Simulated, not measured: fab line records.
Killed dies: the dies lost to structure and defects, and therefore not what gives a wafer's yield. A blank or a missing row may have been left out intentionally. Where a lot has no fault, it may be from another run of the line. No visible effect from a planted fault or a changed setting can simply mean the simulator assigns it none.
fab line records	flow sky130
record lots=6	wafers=18	lastDay=50
route steps=708 shown NWELL@68 PWDE@84 VT_ADJUST_HVTP@85 VT_ADJUST_LVTN@97 PAD_OPEN@708
lots that met no fault: from a run of the same line without faults
startH: hours from the record's first day to the start of the lot's first wafer shown	waitH: hours from the lot's prior step to this one	" repeats the value in the row above	L1.1+2: one row covering several wafers at once	- value missing, or start not given	* or withheld: withheld	< > ~ a bound
route shown NAME@n: NAME is a module with steps in the file, n the number in the route of the first one	usual: mean/standard deviation of fault-free wafers	same: alike in all rows	chamber/n: place in a boat	sites: per-site readings	_std_site: standard deviation across them	_edge_site: outer sites' mean less inner sites'	radiusMm: for every site, how far away it sits from the centre of the wafer	mask NAME#n: copy n	behind: the most recent tool/chamber to have shaped the wafer	hold: reason for holding the lot/hours on hold/outcome of the hold	device: names the non-switching transistor (n, p or np)	end of line: tests run on the same wafers once the route is complete	step lacking rows: just its recipe	killed: not the wafer's yield, but the dies lost to structure and defects at the first sort	map: shows each die of a wafer: x if killed, . if not, _ if none is there
set.NAME: setting as actually run; set.NAME@STEP: the setting as run at that earlier step	model.NAME: the simulator's own value behind a step, which no gauge read
lots seen at some steps along the route; tables by step, rows by wafer
services: from which hour (startH, from the record's first day; less than 0 if before it) a tool's chamber was out of use, for how many hours, and why
## steps
# step SKY_NWELL_TW_MEAS_15
# usual NWELL_TW=1806/19
lot.wafer	tool	chamber	startH	waitH	NWELL_TW
L267.1	filmMetro-03	-	110.82	0.1	1786
L267.2	"	-	"	"	1791
L267.4	"	-	"	"	1785
L266.1	filmMetro-04	-	111.22	0.1	1825
L266.2	"	-	"	"	1836
L266.3	"	-	"	"	1829
L270.3	filmMetro-01	-	124.24	0.1	1813
L270.4	"	-	"	"	1818
L270.6	"	-	"	"	1821
L277.2	filmMetro-01	-	168.38	0.1	1805
L277.3	"	-	"	"	1811
L277.5	"	-	"	"	1802
L278.1	filmMetro-01	-	175.02	0.1	1792
L278.2	"	-	"	"	1795
L278.4	"	-	"	"	1795
L284.2	filmMetro-04	-	209.55	0.1	1826
L284.4	"	-	"	"	1824
L284.5	"	-	"	"	1818
# step SKY_NWELL_DEHYDRATE_16
# recipe tempC=200	timeS=60
# step SKY_NWELL_HMDS_17
# recipe primeTimeS=60	primeTempC=120
# step SKY_NWELL_COAT_18
# recipe spinRpm=2000	resistThkNm=3000
# step SKY_NWELL_SOFTBAKE_19
# recipe tempC=110	timeS=withheld
# step SKY_NWELL_EXPOSE_20
# recipe maskId=NWM_COMPLEMENT	na=0.6	sourceShape=conventional	sigmaOuter=0.6	polarization=unpolarized	targetCdNm=840	doseMj=260
# step SKY_NWELL_PEB_21
# recipe tempC=115	timeS=withheld
# step SKY_NWELL_DEVELOP_22
# recipe wallAngleDeg=90	developer=TMAH	developTimeS=60	devTempC=23
# step SKY_NWELL_OVL_MEAS_23
# usual NWELL_01_OVL=-0.7/1.4
lot.wafer	tool	chamber	startH	waitH	NWELL_01_OVL[nm]
L267.1	overlay-01	-	128.75	-	0.4
L267.2	"	-	"	"	-0.1
L267.4	"	-	"	"	1.0
L266.1	overlay-02	-	129.34	-	-1.4
L266.2	"	-	"	"	-1.4
L266.3	"	-	"	"	-0.8
L270.3	overlay-02	-	141.96	-	-0.2
L270.4	"	-	"	"	-1.9
L270.6	"	-	"	"	0.1
L277.2	overlay-02	-	190.14	-	1.3
L277.3	"	-	"	"	0.8
L277.5	"	-	"	"	1.3
L278.1	overlay-01	-	195.94	-	-1.1
L278.2	"	-	"	"	-0.8
L278.4	"	-	"	"	0.0
L284.2	overlay-01	-	232.99	-	-1.8
L284.4	"	-	"	"	-1.3
L284.5	"	-	"	"	-1.2
# step SKY_NWELL_IMPLANT_24
# recipe species=B	energyKev=140	doseCm2=9.2e+12	tiltDeg=withheld
# step SKY_NWELL_STRIP_25
# recipe chemistry=O2/N2	powerW=1400	pressureMtorr=1500	platenTempC=withheld	o2FlowSccm=3000	n2FlowSccm=300	overashFraction=0.5
# usual drypumpMotorCurrentA=5.9/0.35	n2FlowSccm=300.0/0.83	oesProductAu=0.723/0.0044	stripTimeToEndpointS=36.87/0.099
lot.wafer	tool	chamber	startH	waitH	drypumpMotorCurrentA	n2FlowSccm	oesProductAu	rfHoursCounterH	stripTimeToEndpointS
L267.1	plasmaAsher-03	0	128.94	0.1	6.2	298.6	0.724	1	36.74
L267.2	"	1	"	"	6.2	298.8	0.725	1	36.73
L267.4	"	1	"	"	6.2	300.8	0.721	-	36.81
L266.1	plasmaAsher-01	0	129.52	0.1	5.7	300.9	0.719	30	36.87
L266.2	"	1	"	"	5.3	300.8	0.730	30	36.86
L266.3	"	0	"	"	5.7	299.8	0.719	-	36.91
L270.3	plasmaAsher-03	1	142.17	0.1	6.2	299.8	0.719	-	36.98
L270.4	"	0	"	"	6.2	301.4	0.722	-	36.97
L270.6	"	1	"	"	6.2	299.9	0.725	-	37.03
L277.2	plasmaAsher-03	1	190.32	0.1	6.2	299.5	0.727	7	36.97
L277.3	"	1	"	"	6.2	299.5	0.725	-	36.88
L277.5	"	0	"	"	6.2	300.4	0.725	-	36.84
L278.1	plasmaAsher-02	0	196.12	0.1	5.8	299.8	0.721	49	36.99
L278.2	"	1	"	"	6.0	300.2	0.723	49	36.86
L278.4	"	1	"	"	6.0	300.1	0.720	-	36.94
L284.2	plasmaAsher-02	0	233.17	0.1	5.8	300.2	0.723	53	36.81
L284.4	"	0	"	"	5.8	299.9	0.721	-	36.77
L284.5	"	1	"	"	6.1	300.2	0.728	-	36.77
# step SKY_NWELL_TW_MEAS_26
# usual NWELL_2_TW=492/4.8
lot.wafer	tool	chamber	startH	waitH	NWELL_2_TW
L267.1	filmMetro-03	-	129.04	0.1	486
L267.2	"	-	"	"	485
L267.4	"	-	"	"	485
L266.1	filmMetro-03	-	129.62	0.1	487
L266.2	"	-	"	"	486
L266.3	"	-	"	"	484
L270.3	filmMetro-03	-	142.26	0.1	483
L270.4	"	-	"	"	484
L270.6	"	-	"	"	485
L277.2	filmMetro-04	-	190.43	0.1	499
L277.3	"	-	"	"	495
L277.5	"	-	"	"	498
L278.1	filmMetro-01	-	196.22	0.1	492
L278.2	"	-	"	"	491
L278.4	"	-	"	"	492
L284.2	filmMetro-01	-	233.28	0.1	497
L284.4	"	-	"	"	495
L284.5	"	-	"	"	495
# step SKY_NWELL_CLEAN_27
# recipe chemistry=SC1/SC2	mix=1:4:20	tempC=70	timeS=150	dry=n2Spin
lot.wafer	tool	chamber	startH	waitH
L267.1+2+4	wetBench-01	3	129.10	0.1
L266.1+2+3	wetBench-04	2	129.68	0.1
L270.3+4+6	wetBench-04	0	142.30	0.0
L277.2+3+5	wetBench-01	2	190.48	0.0
L278.1+2+4	wetBench-01	3	196.28	0.1
L284.2+4+5	wetBench-04	0	233.33	0.0
# step SKY_NWELL_RTA_28
# recipe tempC=1050	timeS=30	idleTempC=650	rampUpCPerS=150	rampDownCPerS=90	ambient=N2
# usual lampPowerPct=25.31/0.055	rampDownCPerS=90.002/0.017	rampUpCPerS=150.00/0.029	wafer_temp_C_max=1054.8/0.97
lot.wafer	tool	chamber	startH	waitH	lampPowerPct	rampDownCPerS	rampUpCPerS	wafer_temp_C_max
L267.1	rtpAnneal-02	0	129.15	0.0	25.42	90.036	150.04	1054.3
L267.2	"	0	"	"	25.37	90.003	149.99	1053.6
L267.4	"	0	"	"	25.29	90.000	150.01	1055.4
L266.1	rtpAnneal-01	0	129.73	0.0	25.24	89.983	149.99	1053.0
L266.2	"	0	"	"	25.30	90.014	149.98	1054.5
L266.3	"	0	"	"	25.32	89.992	150.04	1055.0
L270.3	rtpAnneal-01	0	142.38	0.0	25.35	89.988	150.02	1055.8
L270.4	"	0	"	"	25.33	90.014	150.00	1054.3
L270.6	"	0	"	"	25.33	89.997	149.98	1055.5
L277.2	rtpAnneal-02	0	190.54	0.0	25.32	90.009	149.96	1055.8
L277.3	"	0	"	"	25.32	90.015	149.97	1055.9
L277.5	"	0	"	"	25.40	89.995	150.00	1053.6
L278.1	rtpAnneal-01	0	196.33	0.0	25.22	89.990	149.98	1056.9
L278.2	"	0	"	"	25.34	89.987	149.98	1053.0
L278.4	"	0	"	"	25.33	89.986	150.04	1053.5
L284.2	rtpAnneal-02	0	233.39	0.0	25.25	90.001	149.97	1054.3
L284.4	"	0	"	"	25.28	90.014	150.03	1054.5
L284.5	"	0	"	"	25.33	90.004	149.96	1054.4
# step SKY_NWELL_RS_MEAS_29
# recipe thkMeasGauge=four-point-probe
# usual NWELL_RS=624.4/1.7
lot.wafer	tool	chamber	startH	waitH	NWELL_RS[ohm/sq]
L267.1	filmMetro-01	-	129.25	0.1	626.5
L267.2	"	-	"	"	623.5
L267.4	"	-	"	"	624.7
L266.1	filmMetro-04	-	129.83	0.1	621.9
L266.2	"	-	"	"	623.2
L266.3	"	-	"	"	622.3
L270.3	filmMetro-04	-	142.49	0.1	623.3
L270.4	"	-	"	"	623.4
L270.6	"	-	"	"	623.8
L277.2	filmMetro-03	-	190.65	0.1	624.7
L277.3	"	-	"	"	623.4
L277.5	"	-	"	"	625.3
L278.1	filmMetro-04	-	196.43	0.1	627.8
L278.2	"	-	"	"	627.6
L278.4	"	-	"	"	627.9
L284.2	filmMetro-04	-	233.50	0.1	622.7
L284.4	"	-	"	"	623.2
L284.5	"	-	"	"	621.7
# step SKY_NWELL_RS_MEAS_31
# recipe thkMeasGauge=four-point-probe
# usual PWDE_RS=5282/21
lot.wafer	tool	chamber	startH	waitH	PWDE_RS[ohm/sq]
L267.1	filmMetro-01	-	129.49	0.1	5243
L267.2	"	-	"	"	5233
L267.4	"	-	"	"	5238
L266.1	filmMetro-04	-	130.07	0.1	5297
L266.2	"	-	"	"	5289
L266.3	"	-	"	"	5293
L270.3	filmMetro-04	-	142.73	0.1	5282
L270.4	"	-	"	"	5281
L270.6	"	-	"	"	5285
L277.2	filmMetro-03	-	190.89	0.1	5287
L277.3	"	-	"	"	5300
L277.5	"	-	"	"	5287
L278.1	filmMetro-04	-	196.67	0.1	5300
L278.2	"	-	"	"	5303
L278.4	"	-	"	"	5279
L284.2	filmMetro-04	-	233.74	0.1	5257
L284.4	"	-	"	"	5262
L284.5	"	-	"	"	5267
# step SKY_VT_ADJUST_HVTP_DEHYDRATE_00
# recipe tempC=200	timeS=60
# step SKY_VT_ADJUST_HVTP_HMDS_01
# recipe primeTimeS=60	primeTempC=120
# step SKY_VT_ADJUST_HVTP_COAT_02
# recipe resist=NOVOLAK	spinRpm=3000	resistThkNm=1140
# step SKY_VT_ADJUST_HVTP_SOFTBAKE_03
# recipe tempC=90	timeS=60	resist=NOVOLAK
# step SKY_VT_ADJUST_HVTP_EXPOSE_04
# recipe maskId=HVTPM	na=0.6	sourceShape=conventional	sigmaOuter=0.6	polarization=unpolarized	targetCdNm=380	doseMj=140
# step SKY_VT_ADJUST_HVTP_PEB_05
# recipe tempC=withheld	timeS=*	resist=NOVOLAK
# step SKY_VT_ADJUST_HVTP_DEVELOP_06
# recipe resist=NOVOLAK	developer=TMAH	developTimeS=60	devTempC=23
# step SKY_VT_ADJUST_HVTP_CD_MEAS_07
# recipe targetCdNm=380
# usual cdNm=379.8/2.5
lot.wafer	tool	chamber	startH	waitH	cdNm
L267.1	cdSem-01	-	148.74	0.1	377.3
L267.2	"	-	"	"	379.4
L267.4	"	-	"	"	376.6
L266.1	cdSem-01	-	149.04	0.1	374.8
L266.2	"	-	"	"	375.2
L266.3	"	-	"	"	379.0
L270.3	cdSem-02	-	161.77	0.1	381.9
L270.4	"	-	"	"	380.2
L270.6	"	-	"	"	382.0
L277.2	cdSem-02	-	212.55	0.1	382.1
L277.3	"	-	"	"	379.2
L277.5	"	-	"	"	376.9
L278.1	cdSem-02	-	218.28	0.1	381.8
L278.2	"	-	"	"	377.7
L278.4	"	-	"	"	379.4
L284.2	cdSem-02	-	257.76	0.1	378.9
L284.4	"	-	"	"	377.6
L284.5	"	-	"	"	380.7
# step SKY_VT_ADJUST_HVTP_OVL_MEAS_08
# usual VT_ADJUST_HVTP_OVL=-1.0/1.4
lot.wafer	tool	chamber	startH	waitH	VT_ADJUST_HVTP_OVL[nm]
L267.1	overlay-02	-	148.86	0.1	-4.0
L267.2	"	-	"	"	-2.5
L267.4	"	-	"	"	-3.6
L266.1	overlay-01	-	149.16	0.1	1.3
L266.2	"	-	"	"	0.0
L266.3	"	-	"	"	-0.5
L270.3	overlay-02	-	161.86	0.1	-3.3
L270.4	"	-	"	"	-1.3
L270.6	"	-	"	"	-1.9
L277.2	overlay-02	-	212.66	0.1	-1.9
L277.3	"	-	"	"	-2.0
L277.5	"	-	"	"	-0.4
L278.1	overlay-02	-	218.40	0.1	-1.4
L278.2	"	-	"	"	-0.8
L278.4	"	-	"	"	-0.4
L284.2	overlay-02	-	257.87	0.1	-0.3
L284.4	"	-	"	"	0.4
L284.5	"	-	"	"	0.9
# step SKY_VT_ADJUST_HVTP_IMPLANT_09
# recipe species=As	energyKev=150	doseCm2=4.3e+12	tiltDeg=withheld
# step SKY_VT_ADJUST_HVTP_STRIP_10
# recipe chemistry=O2/N2	powerW=1400	pressureMtorr=1500	platenTempC=withheld	o2FlowSccm=3000	n2FlowSccm=300	overashFraction=0.5
# usual drypumpMotorCurrentA=5.8/0.44	n2FlowSccm=300.1/0.86	oesProductAu=0.715/0.0046	stripTimeToEndpointS=14.15/0.046
lot.wafer	tool	chamber	startH	waitH	drypumpMotorCurrentA	n2FlowSccm	oesProductAu	rfHoursCounterH	stripTimeToEndpointS
L267.1	plasmaAsher-03	0	149.05	0.1	6.3	301.9	0.714	3	14.13
L267.2	"	1	"	"	6.2	300.4	0.717	3	14.11
L267.4	"	1	"	"	6.2	300.4	0.714	-	14.11
L266.1	plasmaAsher-04	0	149.35	0.1	5.6	302.0	0.721	44	14.21
L266.2	"	1	"	"	4.9	299.4	0.716	44	14.16
L266.3	"	0	"	"	5.6	301.2	0.714	-	14.18
L270.3	plasmaAsher-03	1	162.07	0.1	6.2	299.7	0.711	-	14.10
L270.4	"	0	"	"	6.2	299.3	0.723	-	14.17
L270.6	"	0	"	"	6.2	299.3	0.720	-	14.18
L277.2	plasmaAsher-03	0	212.84	0.1	6.2	300.9	0.715	9	14.16
L277.3	"	1	"	"	6.2	300.3	0.711	-	14.16
L277.5	"	1	"	"	6.2	301.5	0.724	-	14.20
L278.1	plasmaAsher-02	1	218.59	0.1	6.0	300.4	0.710	51	14.10
L278.2	"	0	"	"	5.8	300.1	0.718	51	14.15
L278.4	"	0	"	"	5.8	299.4	0.723	-	14.11
L284.2	plasmaAsher-02	1	258.05	0.1	6.1	299.5	0.713	55	14.13
L284.4	"	0	"	"	5.8	300.2	0.720	-	14.14
L284.5	"	0	"	"	5.8	299.1	0.713	-	14.13
# step SKY_VT_ADJUST_HVTP_TW_MEAS_11
# usual VT_ADJUST_HVTP_TW=1348/12
lot.wafer	tool	chamber	startH	waitH	VT_ADJUST_HVTP_TW
L267.1	filmMetro-01	-	149.15	0.1	1347
L267.2	"	-	"	"	1342
L267.4	"	-	"	"	1337
L266.1	filmMetro-04	-	149.45	0.1	1362
L266.2	"	-	"	"	1362
L266.3	"	-	"	"	1366
L270.3	filmMetro-02	-	162.16	0.1	1333
L270.4	"	-	"	"	1341
L270.6	"	-	"	"	1333
L277.2	filmMetro-01	-	212.95	0.1	1341
L277.3	"	-	"	"	1343
L277.5	"	-	"	"	1343
L278.1	filmMetro-01	-	218.69	0.1	1350
L278.2	"	-	"	"	1355
L278.4	"	-	"	"	1351
L284.2	filmMetro-04	-	258.16	0.1	1359
L284.4	"	-	"	"	1353
L284.5	"	-	"	"	1363
# step SKY_VT_ADJUST_LVTN_DEHYDRATE_00
# recipe tempC=200	timeS=60
# step SKY_VT_ADJUST_LVTN_HMDS_01
# recipe primeTimeS=60	primeTempC=120
# step SKY_VT_ADJUST_LVTN_COAT_02
# recipe spinRpm=2000	resistThkNm=3000
# step SKY_VT_ADJUST_LVTN_SOFTBAKE_03
# recipe tempC=110	timeS=withheld
# step SKY_VT_ADJUST_LVTN_EXPOSE_04
# recipe maskId=NWM_COMPLEMENT_LESS_NATIVE	na=0.6	sourceShape=conventional	sigmaOuter=0.6	polarization=unpolarized	targetCdNm=840	doseMj=194
# step SKY_VT_ADJUST_LVTN_PEB_05
# recipe tempC=115	timeS=withheld
# step SKY_VT_ADJUST_LVTN_DEVELOP_06
# recipe wallAngleDeg=90	developer=TMAH	developTimeS=60	devTempC=23
# step SKY_VT_ADJUST_LVTN_OVL_MEAS_07
# usual VT_ADJUST_LVTN_OVL=-0.6/1.1
lot.wafer	tool	chamber	startH	waitH	VT_ADJUST_LVTN_OVL[nm]
L267.1	overlay-01	-	168.70	-	-1.0
L267.2	"	-	"	"	1.3
L267.4	"	-	"	"	-0.6
L266.1	overlay-01	-	169.75	-	-1.7
L266.2	"	-	"	"	-0.9
L266.3	"	-	"	"	-0.4
L270.3	overlay-01	-	183.21	-	-0.7
L270.4	"	-	"	"	-1.6
L270.6	"	-	"	"	-1.3
L277.2	overlay-02	-	236.29	-	0.1
L277.3	"	-	"	"	0.7
L277.5	"	-	"	"	1.4
L278.1	overlay-02	-	242.04	-	-0.3
L278.2	"	-	"	"	-1.7
L278.4	"	-	"	"	-0.9
L284.2	overlay-01	-	283.00	-	-0.8
L284.4	"	-	"	"	-0.1
L284.5	"	-	"	"	2.1
# step SKY_VT_ADJUST_LVTN_IMPLANT_08
# recipe species=B	energyKev=30	doseCm2=1.57e+12	tiltDeg=withheld
# step SKY_VT_ADJUST_LVTN_STRIP_09
# recipe chemistry=O2/N2	powerW=1400	pressureMtorr=1500	platenTempC=withheld	o2FlowSccm=3000	n2FlowSccm=300	overashFraction=0.5
# usual drypumpMotorCurrentA=5.7/0.48	n2FlowSccm=300.0/0.83	oesProductAu=0.722/0.0047	stripTimeToEndpointS=36.93/0.098
lot.wafer	tool	chamber	startH	waitH	drypumpMotorCurrentA	n2FlowSccm	oesProductAu	rfHoursCounterH	stripTimeToEndpointS
L267.1	plasmaAsher-01	0	168.89	0.1	5.6	299.3	0.723	34	36.76
L267.2	"	1	"	"	5.3	300.8	0.723	34	36.77
L267.4	"	0	"	"	5.7	299.7	0.720	-	36.81
L266.1	plasmaAsher-04	1	169.94	0.1	4.9	300.1	0.723	46	36.85
L266.2	"	0	"	"	5.6	298.4	0.724	46	36.85
L266.3	"	0	"	"	5.6	298.4	0.720	-	36.82
L270.3	plasmaAsher-04	0	183.41	0.1	5.6	299.3	0.720	-	36.80
L270.4	"	1	"	"	4.9	300.7	0.725	-	36.80
L270.6	"	1	"	"	4.9	300.9	0.732	-	36.80
L277.2	plasmaAsher-04	0	236.47	0.1	5.6	300.4	0.726	52	36.98
L277.3	"	0	"	"	5.6	300.5	0.726	-	36.84
L277.5	"	1	"	"	4.9	299.9	0.730	-	36.80
L278.1	plasmaAsher-01	0	242.23	0.1	5.7	300.0	0.718	41	36.96
L278.2	"	1	"	"	5.3	300.3	0.721	41	36.97
L278.4	"	0	"	"	5.7	300.9	0.725	-	36.93
L284.2	plasmaAsher-04	0	283.18	0.1	5.6	300.5	0.716	57	36.95
L284.4	"	1	"	"	4.9	299.1	0.716	-	36.96
L284.5	"	0	"	"	5.6	299.4	0.720	-	37.06
# step SKY_VT_ADJUST_LVTN_TW_MEAS_10
# usual VT_ADJUST_LVTN_TW=239.4/2.8
lot.wafer	tool	chamber	startH	waitH	VT_ADJUST_LVTN_TW
L267.1	filmMetro-04	-	168.99	0.1	241.3
L267.2	"	-	"	"	240.4
L267.4	"	-	"	"	242.6
L266.1	filmMetro-03	-	170.04	0.1	236.6
L266.2	"	-	"	"	237.8
L266.3	"	-	"	"	236.9
L270.3	filmMetro-03	-	183.50	0.1	236.3
L270.4	"	-	"	"	237.1
L270.6	"	-	"	"	236.3
L277.2	filmMetro-02	-	236.58	0.1	234.8
L277.3	"	-	"	"	235.7
L277.5	"	-	"	"	235.5
L278.1	filmMetro-04	-	242.33	0.1	241.6
L278.2	"	-	"	"	240.8
L278.4	"	-	"	"	242.4
L284.2	filmMetro-03	-	283.29	0.1	237.6
L284.4	"	-	"	"	236.0
L284.5	"	-	"	"	236.2
# step SKY_VT_ADJUST_LVTN_DEHYDRATE_11
# recipe tempC=200	timeS=60
# step SKY_VT_ADJUST_LVTN_HMDS_12
# recipe primeTimeS=60	primeTempC=120
# step SKY_PAD_OPEN_PROBE_99
# usual killed_at_M0_to_M3=43/7.8	killed_at_M4_up=3.2/1.9	killedAtContacts=24/5	killedAtFrontEnd=14/4.5	killedAtOther=0.2/0.41	killedDies=84/9.6	killedOpen=47/6.9	killedShort=38/6
# same grossDies=492	killedAtBackSide=0
lot.wafer	tool	chamber	startH	waitH	killed_at_M0_to_M3	killed_at_M4_up	killedAtContacts	killedAtFrontEnd	killedAtOther	killedDies	killedOpen	killedShort
L267.1	prober-02	-	1096.95	0.1	49	7	20	9	0	85	45	40
L267.2	prober-02	-	1097.00	0.1	48	1	33	10	0	92	57	35
L267.4	prober-02	-	1097.10	0.2	55	5	26	13	0	99	52	47
L266.1	prober-01	-	1105.22	0.1	43	3	28	14	0	88	44	44
L266.2	prober-01	-	1105.27	0.1	36	4	18	15	1	74	40	34
L266.3	prober-01	-	1105.32	0.2	41	1	24	12	0	78	42	36
L270.3	prober-02	-	1117.21	0.2	47	0	19	14	0	80	44	36
L270.4	prober-02	-	1117.26	0.2	42	6	28	16	1	93	48	45
L270.6	prober-02	-	1117.36	0.2	31	3	22	13	0	69	39	30
L277.2	prober-01	-	1158.96	0.1	28	0	30	69	1	128	54	28
L277.3	prober-01	-	1159.01	0.2	52	2	19	58	0	131	53	37
L277.5	prober-01	-	1159.11	0.2	39	0	24	50	0	113	47	25
L278.1	prober-02	-	1168.60	0.1	37	5	18	81	0	141	44	31
L278.2	prober-02	-	1168.65	0.1	40	4	15	78	0	137	36	36
L278.4	prober-02	-	1168.75	0.2	39	6	26	66	0	137	43	35
L284.2	prober-02	-	1190.29	0.1	49	1	17	15	2	84	44	40
L284.4	prober-02	-	1190.39	0.2	46	2	34	13	0	95	51	44
L284.5	prober-02	-	1190.44	0.2	52	1	15	15	0	83	46	37
# killed by level:class
L267.1 VIA1:geometricParticle:open=13 CONTACT:geometricParticle:short=6 VIA2:geometricParticle:open=6 LI_CONTACT:geometricParticle:open=5 METAL2:geometricParticle:short=5 METAL4:geometricParticle:short=5 VIA3:geometricParticle:open=5 METAL1:geometricParticle:short=4
L267.2 CONTACT:geometricParticle:open=19 VIA2:geometricParticle:open=9 VIA1:geometricParticle:open=9 VIA3:geometricParticle:open=9 METAL2:geometricParticle:short=6 VIA3:geometricParticle:short=6 CONTACT:geometricParticle:short=4 METAL3:geometricParticle:short=3
L267.4 VIA1:geometricParticle:open=12 CONTACT:geometricParticle:open=11 METAL2:geometricParticle:short=10 VIA3:geometricParticle:open=9 VIA2:geometricParticle:open=8 METAL1:geometricParticle:short=6 FIELD_ISO:geometricParticle:short=5 CONTACT:geometricParticle:short=5
L266.1 VIA1:geometricParticle:open=10 VIA2:geometricParticle:open=9 LI_CONTACT:geometricParticle:open=8 CONTACT:geometricParticle:short=8 VIA1:geometricParticle:short=5 LI_CONTACT:geometricParticle:short=4 CONTACT:geometricParticle:open=4 METAL1:geometricParticle:short=4
L266.2 VIA1:geometricParticle:short=7 LI_CONTACT:geometricParticle:open=6 VIA3:geometricParticle:open=6 CONTACT:geometricParticle:open=5 VIA2:geometricParticle:open=5 METAL1:geometricParticle:short=4 METAL2:geometricParticle:short=4 FIELD_ISO:geometricParticle:open=3
L266.3 CONTACT:geometricParticle:open=14 VIA1:geometricParticle:open=8 METAL2:geometricParticle:short=6 VIA1:geometricParticle:short=6 CONTACT:geometricParticle:short=5 VIA2:geometricParticle:open=5 VIA3:geometricParticle:short=5 VIA3:geometricParticle:open=4
L270.3 VIA1:geometricParticle:open=12 POLY_GATE:geometricParticle:open=8 METAL1:geometricParticle:short=6 VIA3:geometricParticle:open=6 LI_CONTACT:geometricParticle:open=5 LOCAL_INTERCONNECT:geometricParticle:short=5 VIA2:geometricParticle:open=5 METAL3:geometricParticle:short=5
L270.4 CONTACT:geometricParticle:open=14 VIA1:geometricParticle:open=8 METAL2:geometricParticle:short=6 VIA3:geometricParticle:open=6 CONTACT:geometricParticle:short=6 METAL3:geometricParticle:short=5 FIELD_ISO:geometricParticle:short=4 VIA1:geometricParticle:short=4
L270.6 VIA1:geometricParticle:open=9 LI_CONTACT:geometricParticle:open=7 FIELD_ISO:geometricParticle:short=5 FIELD_ISO:geometricParticle:open=4 CONTACT:geometricParticle:open=4 LOCAL_INTERCONNECT:geometricParticle:short=4 CONTACT:geometricParticle:short=4 METAL1:geometricParticle:short=4
L277.2 NWELL:unspecified=46 LI_CONTACT:geometricParticle:open=10 CONTACT:geometricParticle:open=10 POLY_GATE:geometricParticle:open=7 VIA1:geometricParticle:open=6 VIA2:geometricParticle:open=6 FIELD_ISO:geometricParticle:open=5 FIELD_ISO:geometricParticle:short=4
L277.3 NWELL:unspecified=41 VIA1:geometricParticle:open=12 CONTACT:geometricParticle:open=11 VIA3:geometricParticle:open=8 FIELD_ISO:geometricParticle:open=6 METAL1:geometricParticle:short=6 VIA1:geometricParticle:short=6 METAL2:geometricParticle:short=6
L277.5 NWELL:unspecified=41 VIA1:geometricParticle:open=12 LI_CONTACT:geometricParticle:open=10 CONTACT:geometricParticle:open=7 VIA2:geometricParticle:open=6 VIA1:geometricParticle:short=5 VIA3:geometricParticle:open=5 METAL2:geometricParticle:short=4
L278.1 NWELL:unspecified=66 VIA1:geometricParticle:open=8 VIA2:geometricParticle:open=8 LI_CONTACT:geometricParticle:open=7 METAL2:geometricParticle:short=5 METAL4:geometricParticle:short=5 FIELD_ISO:geometricParticle:open=4 POLY_GATE:geometricParticle:open=4
L278.2 NWELL:unspecified=65 VIA3:geometricParticle:open=9 VIA1:geometricParticle:open=8 CONTACT:geometricParticle:short=5 FIELD_ISO:geometricParticle:short=4 LI_CONTACT:geometricParticle:open=4 METAL2:geometricParticle:short=4 METAL4:geometricParticle:short=4
L278.4 NWELL:unspecified=59 VIA1:geometricParticle:open=14 CONTACT:geometricParticle:open=9 VIA2:geometricParticle:open=5 METAL4:geometricParticle:short=4 LI_CONTACT:geometricParticle:open=4 VIA1:geometricParticle:short=4 LOCAL_INTERCONNECT:geometricParticle:short=4
L284.2 VIA1:geometricParticle:open=10 VIA2:geometricParticle:open=9 METAL2:geometricParticle:short=7 CONTACT:geometricParticle:open=6 VIA2:geometricParticle:short=6 VIA3:geometricParticle:open=6 FIELD_ISO:geometricParticle:open=4 POLY_GATE:geometricParticle:short=4
L284.4 CONTACT:geometricParticle:open=15 VIA1:geometricParticle:open=14 CONTACT:geometricParticle:short=9 METAL2:geometricParticle:short=7 LI_CONTACT:geometricParticle:open=6 VIA2:geometricParticle:open=5 METAL1:geometricParticle:short=4 VIA1:geometricParticle:short=4
L284.5 VIA1:geometricParticle:open=10 VIA2:geometricParticle:open=9 METAL2:geometricParticle:short=7 VIA3:geometricParticle:open=6 POLY_GATE:geometricParticle:open=5 LI_CONTACT:geometricParticle:open=5 METAL1:geometricParticle:short=5 POLY_GATE:geometricParticle:short=4
# map L277.3 (x killed, . not)
__________xxxxxxxxxx_________
________.xxxxxxxxxxxx._______
______x....xxxxxxxxxx..._____
_____........xxxxxxxx....____
____........x.xxx.x.x...x.___
___x..x.......x..x.....x...__
__.x........x......xx......._
_.x.x...xx...x..x..x.........
_........x....xx...........x.
_x..x..x...xx.xx.....x.x.x...
_x...xx.x.x........x.......x.
_.....x...x.........x...x.x.x
_..x..........x.x..........x.
_.......x.x.x.......x........
_xxx.....x.......x..........x
__xx...........x.x.......xx._
___x....x..........x.x...x.__
____xx...........xx......x___
_____.x.......x..x.......____
______.x...........x.xx._____
________..x..........._______
__________.x..x....._________
# map L278.1 (x killed, . not)
__________.......x.._________
________.x.....x..x.x._______
______.xxx.......xxx..x._____
_____...xx...xxx..xxx....____
____...x...x.xxxxxxxx.x..x___
___......xx...xxxxxxxxx..x.__
__...........xxxxxxxxxxx...._
_.x.........x.xxxxxxxxx...x..
_x...........x.xxxxxxx.......
_....x........xxxxxxxxx....x.
_..x.......x..xxxxxxx...x.x.x
_...x.x..............x.......
_...........x................
_.xxx..xx.....xx.........xx..
_..........x.....x......x....
__x.x....x..x..xx.......x.x._
___.x....x.x......x........__
____......x......xx.......___
_____.....x........xx....____
______...x..xx...x.xx..._____
________.............._______
__________...x....x._________
## services
tool	chamber	startH	hours	kind
plasmaAsher-03	-	108.75	9.0	pm
plasmaAsher-03	0	108.75	9.0	ventCycle
plasmaAsher-03	1	108.75	9.0	ventCycle
plasmaAsher-03	0	117.75	-	clean
plasmaAsher-03	1	117.75	-	clean
plasmaAsher-04	-	211.45	3.7	repair
wetBench-04	-	246.29	0.5	repair
rtpAnneal-01	-	282.70	4.1	pm
## key
firstSign step=SKY_PAD_OPEN_PROBE_99	reading=killedAtFrontEnd	direction=up	sigmas=12	usual=14	struck=67
effect step=SKY_PAD_OPEN_PROBE_99	reading=killedDies	direction=up	sigmas=4.8	usual=84	struck=131
metAt SKY_NWELL_CLEAN_27
struckWafers L277.2,L277.3,L277.5,L278.1,L278.2,L278.4
testerLeftOut L277,L278
onsetBetween 129.10 190.48
fault kind=chamberParticleSource	tool=wetBench-01	chamber=-	onsetH=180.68	steps=SKY_NWELL_CLEAN_27	ratePerVisitCm2=1.272	endH=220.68
# testerLeftOut: of these lots the tester's yield and bins aren't shown, on N5 and GAA mostly nor the transistor test; their killed dies are dies lost to structure and defects alone, not to doping, threshold or leakage, so they don't give the yield
